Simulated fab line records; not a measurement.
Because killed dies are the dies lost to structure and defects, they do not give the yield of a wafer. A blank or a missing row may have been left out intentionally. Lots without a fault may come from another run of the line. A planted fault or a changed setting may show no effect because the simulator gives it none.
Lot-split experiment :: flow sky130 :: 23 wafers read across 5 lots, on a route 708 steps long

## ON THE SPLIT
At SKY_METAL3_EXPOSE_10 (exposes mask MM3, target cd 300 nm), the setting dose mj was moved away from the recipe's 28 on 9 of the 23 wafers read, by -5.1% to +6.6%. This setting was run at the recipe's value on the other wafers.

## FROM THE SPLIT TO THE READING: what the file shows between them, 2 steps
- SKY_METAL3_PEB_11
- SKY_METAL3_DEVELOP_12: develop time 60 s

## THE READING
cd nm at SKY_METAL3_CD_MEAS_13, given in nm (cd target 300 nm). A value of 300.2 nm with a standard deviation of 1.3 nm is what fault-free wafers of this fab line usually give.

wafer: L076.2
tool, chamber at the split: krf scanner-01, 0
dose mj as run: 28
against the recipe: recipe
cd nm, nm: 300.7
against lot-mates on the recipe: -

wafer: L076.4
tool, chamber at the split: krf scanner-01, 0
dose mj as run: 28
against the recipe: recipe
cd nm, nm: 299.8
against lot-mates on the recipe: -

wafer: L076.5
tool, chamber at the split: krf scanner-01, 0
dose mj as run: 28
against the recipe: recipe
cd nm, nm: 300.5
against lot-mates on the recipe: -

wafer: L077.1
tool, chamber at the split: krf scanner-02, 0
dose mj as run: 28
against the recipe: recipe
cd nm, nm: 300.7
against lot-mates on the recipe: -

wafer: L077.2
tool, chamber at the split: krf scanner-02, 0
dose mj as run: 28
against the recipe: recipe
cd nm, nm: 298.2
against lot-mates on the recipe: -

wafer: L077.4
tool, chamber at the split: krf scanner-02, 0
dose mj as run: 29.72
against the recipe: +6.1%
cd nm, nm: 287.5
against lot-mates on the recipe: -11.8

wafer: L077.5
tool, chamber at the split: krf scanner-02, 0
dose mj as run: 29.72
against the recipe: +6.1%
cd nm, nm: 288.7
against lot-mates on the recipe: -10.6

wafer: L077.6
tool, chamber at the split: krf scanner-02, 0
dose mj as run: 28
against the recipe: recipe
cd nm, nm: 299.1
against lot-mates on the recipe: -

wafer: L082.1
tool, chamber at the split: krf scanner-02, 0
dose mj as run: 28
against the recipe: recipe
cd nm, nm: 301.2
against lot-mates on the recipe: -

wafer: L082.2
tool, chamber at the split: krf scanner-02, 0
dose mj as run: 28
against the recipe: recipe
cd nm, nm: 301.4
against lot-mates on the recipe: -

wafer: L082.3
tool, chamber at the split: krf scanner-02, 0
dose mj as run: 26.56
against the recipe: -5.1%
cd nm, nm: 312.1
against lot-mates on the recipe: +10.8

wafer: L082.4
tool, chamber at the split: krf scanner-02, 0
dose mj as run: 26.56
against the recipe: -5.1%
cd nm, nm: 311.4
against lot-mates on the recipe: +10.1

wafer: L082.6
tool, chamber at the split: krf scanner-02, 0
dose mj as run: 26.56
against the recipe: -5.1%
cd nm, nm: 310.0
against lot-mates on the recipe: +8.7

wafer: L083.1
tool, chamber at the split: krf scanner-02, 0
dose mj as run: 28
against the recipe: recipe
cd nm, nm: 301.7
against lot-mates on the recipe: -

wafer: L083.2
tool, chamber at the split: krf scanner-02, 0
dose mj as run: 28
against the recipe: recipe
cd nm, nm: 301.4
against lot-mates on the recipe: -

wafer: L083.3
tool, chamber at the split: krf scanner-02, 0
dose mj as run: 28
against the recipe: recipe
cd nm, nm: 299.6
against lot-mates on the recipe: -

wafer: L083.4
tool, chamber at the split: krf scanner-02, 0
dose mj as run: 29.85
against the recipe: +6.6%
cd nm, nm: 289.4
against lot-mates on the recipe: -11.5

wafer: L083.6
tool, chamber at the split: krf scanner-02, 0
dose mj as run: 29.85
against the recipe: +6.6%
cd nm, nm: 289.7
against lot-mates on the recipe: -11.2

wafer: L084.1
tool, chamber at the split: krf scanner-02, 0
dose mj as run: 28
against the recipe: recipe
cd nm, nm: 300.3
against lot-mates on the recipe: -

wafer: L084.2
tool, chamber at the split: krf scanner-02, 0
dose mj as run: 28
against the recipe: recipe
cd nm, nm: 298.8
against lot-mates on the recipe: -

wafer: L084.3
tool, chamber at the split: krf scanner-02, 0
dose mj as run: 28
against the recipe: recipe
cd nm, nm: 299.8
against lot-mates on the recipe: -

wafer: L084.5
tool, chamber at the split: krf scanner-02, 0
dose mj as run: 28.72
against the recipe: +2.6%
cd nm, nm: 295.0
against lot-mates on the recipe: -4.6

wafer: L084.6
tool, chamber at the split: krf scanner-02, 0
dose mj as run: 28.72
against the recipe: +2.6%
cd nm, nm: 294.8
against lot-mates on the recipe: -4.8

FIT RESULTS
A straight line over all 23 wafers: cd nm changes by -1.92 nm for each +1% of dose mj; r = -0.98; the points scatter about the line by 1.2 nm.
The same after taking each lot's own level away (the mean of its wafers on the recipe; 23 wafers): -1.83 nm for each +1%; r = -0.99; scatter 0.75 nm.
That fit puts the effect of the largest move of dose mj on the reading at 12 nm.
Across the lots, their own levels run from 299.33 to 301.30 nm, a range of 1.5 times the standard deviation given above.
Consequently the slope shifts little with the lot-to-lot level, the two slopes agreeing.
Check: for one of the wafers moved furthest among these (+6.6%), held out of the fit, the line's prediction against its lot-mates is -12.1 nm. Against them it came out at -11.5 nm.

## THE WHOLE CHAIN: every reading that the file lists as answering this split, in the file's order
step: SKY_METAL3_CD_MEAS_13
what it does: target cd 300 nm
reading: cd nm
change (the file's fit): -1.81 nm for each +1% of the setting
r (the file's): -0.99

step: SKY_METAL3_DESCUM_15
what it does: chemistry O2, time 8 s
reading: METAL3.cd nm (the simulator's own value, which no gauge read)
change (the file's fit): -1.78 nm for each +1% of the setting
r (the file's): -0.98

step: SKY_METAL3_ETCH_16
what it does: etches BARC in N2/H2, stops on SiO2, time 88.2 s, target depth 60 nm
reading: METAL3.cd nm (the simulator's own value, which no gauge read)
change (the file's fit): -1.73 nm for each +1% of the setting
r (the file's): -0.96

## FILE'S OWN FIT
cd nm changes by -1.81 nm for each +1% of dose mj, r = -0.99.
